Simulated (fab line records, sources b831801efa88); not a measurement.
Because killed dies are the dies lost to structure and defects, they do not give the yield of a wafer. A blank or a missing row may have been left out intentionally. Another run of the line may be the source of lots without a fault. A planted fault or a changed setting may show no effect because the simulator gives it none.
Split-lot trial :: flow gf180mcu :: route with 602 steps; 5 lots, 23 wafers read

ABOUT THE SPLIT
At GF_SAB_DEVELOP_08 (develop time 60 s), the setting devTempC was moved away from the recipe's 23 C on 10 of the 23 wafers read, by -14.2% to -4.5%. This setting was run at the recipe's value on the other wafers.

No step appears in the file between the split and the reading.

THE READING
Shown in nm: cdNm at GF_SAB_CD_MEAS_09, with target cd 420 nm. A value of 420.4 nm with a standard deviation of 2.3 nm is what fault-free wafers of this fab line usually give.

wafer: L074.1
tool, chamber at the split: lithoTrack-02, 0
devTempC as run, C: 23
against the recipe: recipe
cdNm, nm: 416.9
against lot-mates on the recipe: -

wafer: L074.3
tool, chamber at the split: lithoTrack-02, 0
devTempC as run, C: 19.83
against the recipe: -13.8%
cdNm, nm: 410.0
against lot-mates on the recipe: -6.9

wafer: L074.4
tool, chamber at the split: lithoTrack-02, 0
devTempC as run, C: 19.83
against the recipe: -13.8%
cdNm, nm: 407.5
against lot-mates on the recipe: -9.4

wafer: L074.5
tool, chamber at the split: lithoTrack-02, 0
devTempC as run, C: 19.83
against the recipe: -13.8%
cdNm, nm: 407.3
against lot-mates on the recipe: -9.6

wafer: L074.6
tool, chamber at the split: lithoTrack-02, 0
devTempC as run, C: 23
against the recipe: recipe
cdNm, nm: 417.0
against lot-mates on the recipe: -

wafer: L076.1
tool, chamber at the split: lithoTrack-02, 0
devTempC as run, C: 23
against the recipe: recipe
cdNm, nm: 418.4
against lot-mates on the recipe: -

wafer: L076.4
tool, chamber at the split: lithoTrack-02, 0
devTempC as run, C: 23
against the recipe: recipe
cdNm, nm: 419.6
against lot-mates on the recipe: -

wafer: L076.5
tool, chamber at the split: lithoTrack-02, 0
devTempC as run, C: 23
against the recipe: recipe
cdNm, nm: 419.6
against lot-mates on the recipe: -

wafer: L080.1
tool, chamber at the split: lithoTrack-04, 0
devTempC as run, C: 19.73
against the recipe: -14.2%
cdNm, nm: 410.4
against lot-mates on the recipe: -10.5

wafer: L080.2
tool, chamber at the split: lithoTrack-04, 0
devTempC as run, C: 23
against the recipe: recipe
cdNm, nm: 421.7
against lot-mates on the recipe: -

wafer: L080.4
tool, chamber at the split: lithoTrack-04, 0
devTempC as run, C: 19.73
against the recipe: -14.2%
cdNm, nm: 411.4
against lot-mates on the recipe: -9.5

wafer: L080.5
tool, chamber at the split: lithoTrack-04, 0
devTempC as run, C: 23
against the recipe: recipe
cdNm, nm: 420.0
against lot-mates on the recipe: -

wafer: L080.6
tool, chamber at the split: lithoTrack-04, 0
devTempC as run, C: 19.73
against the recipe: -14.2%
cdNm, nm: 409.4
against lot-mates on the recipe: -11.5

wafer: L083.1
tool, chamber at the split: lithoTrack-04, 0
devTempC as run, C: 23
against the recipe: recipe
cdNm, nm: 419.1
against lot-mates on the recipe: -

wafer: L083.2
tool, chamber at the split: lithoTrack-04, 0
devTempC as run, C: 21.96
against the recipe: -4.5%
cdNm, nm: 416.0
against lot-mates on the recipe: -4.0

wafer: L083.3
tool, chamber at the split: lithoTrack-04, 0
devTempC as run, C: 23
against the recipe: recipe
cdNm, nm: 421.2
against lot-mates on the recipe: -

wafer: L083.4
tool, chamber at the split: lithoTrack-04, 0
devTempC as run, C: 23
against the recipe: recipe
cdNm, nm: 419.7
against lot-mates on the recipe: -

wafer: L083.6
tool, chamber at the split: lithoTrack-04, 0
devTempC as run, C: 21.96
against the recipe: -4.5%
cdNm, nm: 415.3
against lot-mates on the recipe: -4.7

wafer: L085.1
tool, chamber at the split: lithoTrack-04, 0
devTempC as run, C: 23
against the recipe: recipe
cdNm, nm: 420.4
against lot-mates on the recipe: -

wafer: L085.2
tool, chamber at the split: lithoTrack-04, 0
devTempC as run, C: 21.04
against the recipe: -8.5%
cdNm, nm: 413.8
against lot-mates on the recipe: -7.3

wafer: L085.4
tool, chamber at the split: lithoTrack-04, 0
devTempC as run, C: 23
against the recipe: recipe
cdNm, nm: 421.1
against lot-mates on the recipe: -

wafer: L085.5
tool, chamber at the split: lithoTrack-04, 0
devTempC as run, C: 23
against the recipe: recipe
cdNm, nm: 421.7
against lot-mates on the recipe: -

wafer: L085.6
tool, chamber at the split: lithoTrack-04, 0
devTempC as run, C: 21.04
against the recipe: -8.5%
cdNm, nm: 412.4
against lot-mates on the recipe: -8.7

FIT RESULTS
A straight line over all 23 wafers: cdNm changes by +0.742 nm for each +1% of devTempC; r = +0.95; the points scatter about the line by 1.5 nm.
The same after taking each lot's own level away (the mean of its wafers on the recipe; 23 wafers): +0.703 nm for each +1%; r = +0.97; scatter 1.1 nm.
According to that fit, moving devTempC by its largest amount changes the reading by 10 nm.
From 416.95 to 421.07 nm: that is the span of the lots' own levels, equal to 1.8 times the standard deviation above.
The two slopes agree, so the slope changes little with the lot-to-lot level.
Check: for one of the wafers moved furthest among these (-14.2%), held out of the fit, the line's prediction against its lot-mates is -10.2 nm. Against them it came out at -10.5 nm.

FURTHER SPLITS ON THESE WAFERS
Note: prior to the reading, these wafers also went through further splits. Each is held against what the fit with the lots' levels taken away leaves over:
other split on the same wafers: GF_PSD_IMPLANT_09 energyKev
wafers away from the commonest value: 5
r with cdNm (lot level and that fit taken away): -0.26

THE WHOLE CHAIN: every reading that the file lists as answering this split, in the file's order
step: GF_SAB_CD_MEAS_09
what it does: target cd 420 nm
reading: cdNm
change (the file's fit): +0.733 nm for each +1% of the setting
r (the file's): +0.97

step: GF_SAB_ETCH_11
what it does: etches SiO2 in C4F8/O2/Ar, target depth 55 nm, time 8.5 s
reading: SAB.cdNm (the simulator's own value, which no gauge read)
change (the file's fit): +0.736 nm for each +1% of the setting
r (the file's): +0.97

THE FILE'S OWN FIT
cdNm changes by +0.733 nm for each +1% of devTempC, r = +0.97.
